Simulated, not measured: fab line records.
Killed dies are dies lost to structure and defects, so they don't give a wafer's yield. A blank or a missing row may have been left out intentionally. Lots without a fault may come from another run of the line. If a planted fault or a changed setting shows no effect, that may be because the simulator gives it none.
Which tool was responsible? || flow gf180mcu || 42 wafers from 14 lots sampled at 5 of the route's 602 steps

## WHAT THE GAUGES READ, wafer by wafer
Not one reading of a measure or inspect step in the record can be checked against a usual standard deviation.

## EACH LOT AND THE TOOL THAT RAN IT (in order: tool; ch and the chambers of the sampled wafers; start)
{"lot": "L118", "GF_V2_CVD_23": "cvd_w-02 ch 0,1, day 20 12:50", "GF_M3_SPUTTER_00": "pvd_sputter-02, day 20 13:26", "GF_M3_SPUTTER_04": "pvd_sputter-02, day 20 13:38", "GF_M3_METAL_ETCH_16": "rie_metal-03 ch 0, day 21 13:55", "GF_M3_STRIP_17": "plasma_asher-04 ch 0,1, day 21 14:02"}
{"lot": "L119", "GF_V2_CVD_23": "cvd_w-02 ch 0,1, day 21 02:59", "GF_M3_SPUTTER_00": "pvd_sputter-04, day 21 03:34", "GF_M3_SPUTTER_04": "pvd_sputter-04, day 21 03:45", "GF_M3_METAL_ETCH_16": "rie_metal-04 ch 0,1, day 22 04:26", "GF_M3_STRIP_17": "plasma_asher-02 ch 0,1, day 22 04:33"}
{"lot": "L120", "GF_V2_CVD_23": "cvd_w-02 ch 0,1, day 21 10:41", "GF_M3_SPUTTER_00": "pvd_sputter-04, day 21 11:17", "GF_M3_SPUTTER_04": "pvd_sputter-04, day 21 11:28", "GF_M3_METAL_ETCH_16": "rie_metal-03 ch 0,1, day 22 11:31", "GF_M3_STRIP_17": "plasma_asher-02 ch 0, day 22 11:38"}
{"lot": "L121", "GF_V2_CVD_23": "cvd_w-02 ch 0,1, day 22 02:46", "GF_M3_SPUTTER_00": "pvd_sputter-01, day 22 03:20", "GF_M3_SPUTTER_04": "pvd_sputter-01, day 22 03:31", "GF_M3_METAL_ETCH_16": "rie_metal-03 ch 0,1, day 23 03:01", "GF_M3_STRIP_17": "plasma_asher-02 ch 0,1, day 23 03:08"}
{"lot": "L126", "GF_V2_CVD_23": "cvd_w-02 ch 0,1, day 24 03:08", "GF_M3_SPUTTER_00": "pvd_sputter-01, day 24 03:43", "GF_M3_SPUTTER_04": "pvd_sputter-01, day 24 03:54", "GF_M3_METAL_ETCH_16": "rie_metal-03 ch 0,1, day 25 02:01", "GF_M3_STRIP_17": "plasma_asher-04 ch 0,1, day 25 02:08"}
{"lot": "L127", "GF_V2_CVD_23": "cvd_w-01 ch 1, day 24 07:47", "GF_M3_SPUTTER_00": "pvd_sputter-02, day 24 08:23", "GF_M3_SPUTTER_04": "pvd_sputter-02, day 24 08:34", "GF_M3_METAL_ETCH_16": "rie_metal-03 ch 1, day 25 06:28", "GF_M3_STRIP_17": "plasma_asher-04 ch 0,1, day 25 06:36"}
{"lot": "L129", "GF_V2_CVD_23": "cvd_w-01 ch 0,1, day 24 19:10", "GF_M3_SPUTTER_00": "pvd_sputter-02, day 24 19:55", "GF_M3_SPUTTER_04": "pvd_sputter-02, day 24 20:07", "GF_M3_METAL_ETCH_16": "rie_metal-04 ch 0,1, day 25 18:22", "GF_M3_STRIP_17": "plasma_asher-04 ch 0,1, day 25 18:29"}
{"lot": "L132", "GF_V2_CVD_23": "cvd_w-02 ch 0,1, day 25 19:11", "GF_M3_SPUTTER_00": "pvd_sputter-04, day 25 19:51", "GF_M3_SPUTTER_04": "pvd_sputter-04, day 25 20:02", "GF_M3_METAL_ETCH_16": "rie_metal-04 ch 0,1, day 26 17:22", "GF_M3_STRIP_17": "plasma_asher-03 ch 0,1, day 26 17:29"}
{"lot": "L133", "GF_V2_CVD_23": "cvd_w-01 ch 0, day 26 07:18", "GF_M3_SPUTTER_00": "pvd_sputter-04, day 26 07:58", "GF_M3_SPUTTER_04": "pvd_sputter-04, day 26 08:09", "GF_M3_METAL_ETCH_16": "rie_metal-04 ch 0,1, day 27 05:01", "GF_M3_STRIP_17": "plasma_asher-03 ch 0,1, day 27 05:08"}
{"lot": "L134", "GF_V2_CVD_23": "cvd_w-01 ch 0,1, day 26 09:02", "GF_M3_SPUTTER_00": "pvd_sputter-01, day 26 09:38", "GF_M3_SPUTTER_04": "pvd_sputter-01, day 26 09:49", "GF_M3_METAL_ETCH_16": "rie_metal-01 ch 0, day 27 07:07", "GF_M3_STRIP_17": "plasma_asher-04 ch 0,1, day 27 07:23"}
{"lot": "L138", "GF_V2_CVD_23": "cvd_w-02 ch 0,1, day 27 09:38", "GF_M3_SPUTTER_00": "pvd_sputter-02, day 27 10:13", "GF_M3_SPUTTER_04": "pvd_sputter-02, day 27 10:24", "GF_M3_METAL_ETCH_16": "rie_metal-04 ch 0,1, day 28 06:40", "GF_M3_STRIP_17": "plasma_asher-02 ch 0,1, day 28 06:48"}
{"lot": "L139", "GF_V2_CVD_23": "cvd_w-02 ch 0,1, day 27 14:41", "GF_M3_SPUTTER_00": "pvd_sputter-02, day 27 15:17", "GF_M3_SPUTTER_04": "pvd_sputter-02, day 27 15:28", "GF_M3_METAL_ETCH_16": "rie_metal-03 ch 0,1, day 28 11:26", "GF_M3_STRIP_17": "plasma_asher-03 ch 0,1, day 28 11:33"}
{"lot": "L140", "GF_V2_CVD_23": "cvd_w-02 ch 0,1, day 28 04:26", "GF_M3_SPUTTER_00": "pvd_sputter-02, day 28 05:02", "GF_M3_SPUTTER_04": "pvd_sputter-02, day 28 05:13", "GF_M3_METAL_ETCH_16": "rie_metal-03 ch 0,1, day 29 01:13", "GF_M3_STRIP_17": "plasma_asher-02 ch 0,1, day 29 01:21"}
{"lot": "L141", "GF_V2_CVD_23": "cvd_w-02 ch 0,1, day 28 10:26", "GF_M3_SPUTTER_00": "pvd_sputter-04, day 28 11:08", "GF_M3_SPUTTER_04": "pvd_sputter-04, day 28 11:19", "GF_M3_METAL_ETCH_16": "rie_metal-01 ch 0,1, day 29 07:01", "GF_M3_STRIP_17": "plasma_asher-04 ch 0,1, day 29 07:09"}
- GF_V2_CVD_23: deposits W, target thk 350 nm, time 104.94 s.
- GF_M3_SPUTTER_00: material Ti, target thk 37.5 nm, time 150 s.
- GF_M3_SPUTTER_04: material TiN, target thk 50 nm, time 41.7 s.
- GF_M3_METAL_ETCH_16: etches the open film in Cl2/BCl3, stops on SiO2, target depth 750.8 nm, time 125.1 s.
- GF_M3_STRIP_17: strips in O2/N2.

## AS READ BY THE TOOLS THEMSELVES (means over the sampled wafers that have a number; for cases with no such wafer, the mark the record gives instead)
GF_V2_CVD_23. Usual: chamber_pressure_Torr 40.00 Torr, standard deviation 0.088; heater_power_w 870 W, standard deviation 47.
{"lot": "L118", "tool": "cvd_w-02", "chamber_pressure_Torr (Torr)": 40.03, "heater_power_w (W)": 855, "flag": ""}
{"lot": "L119", "tool": "cvd_w-02", "chamber_pressure_Torr (Torr)": 39.98, "heater_power_w (W)": 862, "flag": ""}
{"lot": "L120", "tool": "cvd_w-02", "chamber_pressure_Torr (Torr)": 39.97, "heater_power_w (W)": 855, "flag": ""}
{"lot": "L121", "tool": "cvd_w-02", "chamber_pressure_Torr (Torr)": 40.01, "heater_power_w (W)": 897, "flag": ""}
{"lot": "L126", "tool": "cvd_w-02", "chamber_pressure_Torr (Torr)": 39.99, "heater_power_w (W)": 881, "flag": ""}
{"lot": "L127", "tool": "cvd_w-01", "chamber_pressure_Torr (Torr)": 39.87, "heater_power_w (W)": 795, "flag": ""}
{"lot": "L129", "tool": "cvd_w-01", "chamber_pressure_Torr (Torr)": 40.01, "heater_power_w (W)": 827, "flag": ""}
{"lot": "L132", "tool": "cvd_w-02", "chamber_pressure_Torr (Torr)": 39.95, "heater_power_w (W)": 855, "flag": ""}
{"lot": "L133", "tool": "cvd_w-01", "chamber_pressure_Torr (Torr)": 39.95, "heater_power_w (W)": 916, "flag": ""}
{"lot": "L134", "tool": "cvd_w-01", "chamber_pressure_Torr (Torr)": 39.93, "heater_power_w (W)": 843, "flag": ""}
{"lot": "L138", "tool": "cvd_w-02", "chamber_pressure_Torr (Torr)": 40.01, "heater_power_w (W)": 889, "flag": ""}
{"lot": "L139", "tool": "cvd_w-02", "chamber_pressure_Torr (Torr)": 39.97, "heater_power_w (W)": 888, "flag": ""}
{"lot": "L140", "tool": "cvd_w-02", "chamber_pressure_Torr (Torr)": 39.97, "heater_power_w (W)": 892, "flag": ""}
{"lot": "L141", "tool": "cvd_w-02", "chamber_pressure_Torr (Torr)": 40.00, "heater_power_w (W)": 894, "flag": ""}

GF_M3_SPUTTER_00. Usual: throttle_valve_pct at 29.7 %, with a standard deviation of 1.4.
{"lot": "L118", "tool": "pvd_sputter-02", "throttle_valve_pct (%)": 28.5, "flag": ""}
{"lot": "L119", "tool": "pvd_sputter-04", "throttle_valve_pct (%)": 29.7, "flag": ""}
{"lot": "L120", "tool": "pvd_sputter-04", "throttle_valve_pct (%)": 29.1, "flag": ""}
{"lot": "L121", "tool": "pvd_sputter-01", "throttle_valve_pct (%)": 29.3, "flag": ""}
{"lot": "L126", "tool": "pvd_sputter-01", "throttle_valve_pct (%)": 30.1, "flag": ""}
{"lot": "L127", "tool": "pvd_sputter-02", "throttle_valve_pct (%)": 28.7, "flag": ""}
{"lot": "L129", "tool": "pvd_sputter-02", "throttle_valve_pct (%)": 29.9, "flag": ""}
{"lot": "L132", "tool": "pvd_sputter-04", "throttle_valve_pct (%)": 30.2, "flag": ""}
{"lot": "L133", "tool": "pvd_sputter-04", "throttle_valve_pct (%)": 29.7, "flag": ""}
{"lot": "L134", "tool": "pvd_sputter-01", "throttle_valve_pct (%)": 30.9, "flag": ""}
{"lot": "L138", "tool": "pvd_sputter-02", "throttle_valve_pct (%)": 29.3, "flag": ""}
{"lot": "L139", "tool": "pvd_sputter-02", "throttle_valve_pct (%)": 29.5, "flag": ""}
{"lot": "L140", "tool": "pvd_sputter-02", "throttle_valve_pct (%)": 30.3, "flag": ""}
{"lot": "L141", "tool": "pvd_sputter-04", "throttle_valve_pct (%)": 29.5, "flag": ""}

GF_M3_SPUTTER_04. Usual: throttle_valve_pct at 29.7 %, with a standard deviation of 1.3.
{"lot": "L118", "tool": "pvd_sputter-02", "throttle_valve_pct (%)": 28.7, "flag": ""}
{"lot": "L119", "tool": "pvd_sputter-04", "throttle_valve_pct (%)": 29.8, "flag": ""}
{"lot": "L120", "tool": "pvd_sputter-04", "throttle_valve_pct (%)": 29.1, "flag": ""}
{"lot": "L121", "tool": "pvd_sputter-01", "throttle_valve_pct (%)": 29.7, "flag": ""}
{"lot": "L126", "tool": "pvd_sputter-01", "throttle_valve_pct (%)": 30.0, "flag": ""}
{"lot": "L127", "tool": "pvd_sputter-02", "throttle_valve_pct (%)": 28.7, "flag": ""}
{"lot": "L129", "tool": "pvd_sputter-02", "throttle_valve_pct (%)": 30.1, "flag": ""}
{"lot": "L132", "tool": "pvd_sputter-04", "throttle_valve_pct (%)": 30.1, "flag": ""}
{"lot": "L133", "tool": "pvd_sputter-04", "throttle_valve_pct (%)": 29.4, "flag": ""}
{"lot": "L134", "tool": "pvd_sputter-01", "throttle_valve_pct (%)": 31.0, "flag": ""}
{"lot": "L138", "tool": "pvd_sputter-02", "throttle_valve_pct (%)": 29.0, "flag": ""}
{"lot": "L139", "tool": "pvd_sputter-02", "throttle_valve_pct (%)": 29.4, "flag": ""}
{"lot": "L140", "tool": "pvd_sputter-02", "throttle_valve_pct (%)": 30.2, "flag": ""}
{"lot": "L141", "tool": "pvd_sputter-04", "throttle_valve_pct (%)": 29.6, "flag": ""}

GF_M3_METAL_ETCH_16. Usual: bias_w 140.0 W, standard deviation 0.43; drypump_motor_current_A 5.8 A, standard deviation 0.33; oes_product_au 0.995 a.u., standard deviation 0.0055; throttle_valve_pct 28.226 %, standard deviation 0.01.
{"lot": "L118", "tool": "rie_metal-03", "bias_w (W)": 139.8, "drypump_motor_current_A (A)": 6.3, "oes_product_au (a.u.)": 0.998, "throttle_valve_pct (%)": 28.226, "flag": ""}
{"lot": "L119", "tool": "rie_metal-04", "bias_w (W)": 140.0, "drypump_motor_current_A (A)": 5.7, "oes_product_au (a.u.)": 0.993, "throttle_valve_pct (%)": 28.225, "flag": ""}
{"lot": "L120", "tool": "rie_metal-03", "bias_w (W)": 140.1, "drypump_motor_current_A (A)": 6.1, "oes_product_au (a.u.)": 0.998, "throttle_valve_pct (%)": 28.230, "flag": ""}
{"lot": "L121", "tool": "rie_metal-03", "bias_w (W)": 140.0, "drypump_motor_current_A (A)": 5.8, "oes_product_au (a.u.)": 0.991, "throttle_valve_pct (%)": 28.226, "flag": ""}
{"lot": "L126", "tool": "rie_metal-03", "bias_w (W)": 140.3, "drypump_motor_current_A (A)": 6.1, "oes_product_au (a.u.)": 0.961, "throttle_valve_pct (%)": 28.265, "flag": "OFF"}
{"lot": "L127", "tool": "rie_metal-03", "bias_w (W)": 140.4, "drypump_motor_current_A (A)": 5.6, "oes_product_au (a.u.)": 0.885, "throttle_valve_pct (%)": 28.341, "flag": "OFF"}
{"lot": "L129", "tool": "rie_metal-04", "bias_w (W)": 140.2, "drypump_motor_current_A (A)": 5.8, "oes_product_au (a.u.)": 0.990, "throttle_valve_pct (%)": 28.236, "flag": ""}
{"lot": "L132", "tool": "rie_metal-04", "bias_w (W)": 139.8, "drypump_motor_current_A (A)": 5.7, "oes_product_au (a.u.)": 0.997, "throttle_valve_pct (%)": 28.222, "flag": ""}
{"lot": "L133", "tool": "rie_metal-04", "bias_w (W)": 139.7, "drypump_motor_current_A (A)": 5.7, "oes_product_au (a.u.)": 0.992, "throttle_valve_pct (%)": 28.223, "flag": ""}
{"lot": "L134", "tool": "rie_metal-01", "bias_w (W)": 139.9, "drypump_motor_current_A (A)": 6.2, "oes_product_au (a.u.)": 0.991, "throttle_valve_pct (%)": 28.237, "flag": ""}
{"lot": "L138", "tool": "rie_metal-04", "bias_w (W)": 139.8, "drypump_motor_current_A (A)": 5.7, "oes_product_au (a.u.)": 0.990, "throttle_valve_pct (%)": 28.227, "flag": ""}
{"lot": "L139", "tool": "rie_metal-03", "bias_w (W)": 139.8, "drypump_motor_current_A (A)": 6.1, "oes_product_au (a.u.)": 0.990, "throttle_valve_pct (%)": 28.225, "flag": ""}
{"lot": "L140", "tool": "rie_metal-03", "bias_w (W)": 140.2, "drypump_motor_current_A (A)": 6.1, "oes_product_au (a.u.)": 0.999, "throttle_valve_pct (%)": 28.231, "flag": ""}
{"lot": "L141", "tool": "rie_metal-01", "bias_w (W)": 140.0, "drypump_motor_current_A (A)": 5.9, "oes_product_au (a.u.)": 0.986, "throttle_valve_pct (%)": 28.231, "flag": ""}

GF_M3_STRIP_17. Usual: drypump_motor_current_A 6.1 A, standard deviation 0.35; heater_power_w 325 W, standard deviation 34; oes_product_au 0.535 a.u., standard deviation 0.0051; strip_time_to_endpoint_s 7.32 s, standard deviation 0.051.
{"lot": "L118", "tool": "plasma_asher-04", "drypump_motor_current_A (A)": 6.0, "heater_power_w (W)": 344, "oes_product_au (a.u.)": 0.531, "strip_time_to_endpoint_s (s)": 7.27, "flag": ""}
{"lot": "L119", "tool": "plasma_asher-02", "drypump_motor_current_A (A)": 6.0, "heater_power_w (W)": 296, "oes_product_au (a.u.)": 0.536, "strip_time_to_endpoint_s (s)": 7.32, "flag": ""}
{"lot": "L120", "tool": "plasma_asher-02", "drypump_motor_current_A (A)": 5.8, "heater_power_w (W)": 312, "oes_product_au (a.u.)": 0.534, "strip_time_to_endpoint_s (s)": 7.28, "flag": ""}
{"lot": "L121", "tool": "plasma_asher-02", "drypump_motor_current_A (A)": 6.3, "heater_power_w (W)": 287, "oes_product_au (a.u.)": 0.534, "strip_time_to_endpoint_s (s)": 7.31, "flag": ""}
{"lot": "L126", "tool": "plasma_asher-04", "drypump_motor_current_A (A)": 6.0, "heater_power_w (W)": 339, "oes_product_au (a.u.)": 0.538, "strip_time_to_endpoint_s (s)": 7.40, "flag": ""}
{"lot": "L127", "tool": "plasma_asher-04", "drypump_motor_current_A (A)": 6.1, "heater_power_w (W)": 342, "oes_product_au (a.u.)": 0.560, "strip_time_to_endpoint_s (s)": 7.91, "flag": "OFF"}
{"lot": "L129", "tool": "plasma_asher-04", "drypump_motor_current_A (A)": 6.1, "heater_power_w (W)": 343, "oes_product_au (a.u.)": 0.539, "strip_time_to_endpoint_s (s)": 7.34, "flag": ""}
{"lot": "L132", "tool": "plasma_asher-03", "drypump_motor_current_A (A)": 6.0, "heater_power_w (W)": 340, "oes_product_au (a.u.)": 0.540, "strip_time_to_endpoint_s (s)": 7.32, "flag": ""}
{"lot": "L133", "tool": "plasma_asher-03", "drypump_motor_current_A (A)": 6.0, "heater_power_w (W)": 351, "oes_product_au (a.u.)": 0.528, "strip_time_to_endpoint_s (s)": 7.32, "flag": ""}
{"lot": "L134", "tool": "plasma_asher-04", "drypump_motor_current_A (A)": 6.1, "heater_power_w (W)": 342, "oes_product_au (a.u.)": 0.541, "strip_time_to_endpoint_s (s)": 7.36, "flag": ""}
{"lot": "L138", "tool": "plasma_asher-02", "drypump_motor_current_A (A)": 6.0, "heater_power_w (W)": 296, "oes_product_au (a.u.)": 0.534, "strip_time_to_endpoint_s (s)": 7.35, "flag": ""}
{"lot": "L139", "tool": "plasma_asher-03", "drypump_motor_current_A (A)": 6.3, "heater_power_w (W)": 315, "oes_product_au (a.u.)": 0.536, "strip_time_to_endpoint_s (s)": 7.32, "flag": ""}
{"lot": "L140", "tool": "plasma_asher-02", "drypump_motor_current_A (A)": 6.3, "heater_power_w (W)": 287, "oes_product_au (a.u.)": 0.535, "strip_time_to_endpoint_s (s)": 7.32, "flag": ""}
{"lot": "L141", "tool": "plasma_asher-04", "drypump_motor_current_A (A)": 6.1, "heater_power_w (W)": 340, "oes_product_au (a.u.)": 0.538, "strip_time_to_endpoint_s (s)": 7.37, "flag": ""}

## THE ANSWER, worked out from the rows above alone
Rule: a lot counts as off when the mean over its wafers that have a number is more than 3 standard deviations away from the usual mean. Also off: a lot with no number at a reading for which 4 or more lots have one. The other lots that the step has rows for count as sound. Order of review: gauges by route order, followed by the tools' own readings, for which a lot's mean as printed above is used. At the first step where some lot is off, the reading lying furthest off is the one used; lots without a number count as furthest.
Off: L126, L127 (GF_M3_METAL_ETCH_16, oes_product_au).
If a tool, at that step or one of the process steps before it, ran each lot that is off and ran no sound lot following the first of them, it fits. None of those tried fits.

## WHAT THE SIMULATOR HAD INSERTED
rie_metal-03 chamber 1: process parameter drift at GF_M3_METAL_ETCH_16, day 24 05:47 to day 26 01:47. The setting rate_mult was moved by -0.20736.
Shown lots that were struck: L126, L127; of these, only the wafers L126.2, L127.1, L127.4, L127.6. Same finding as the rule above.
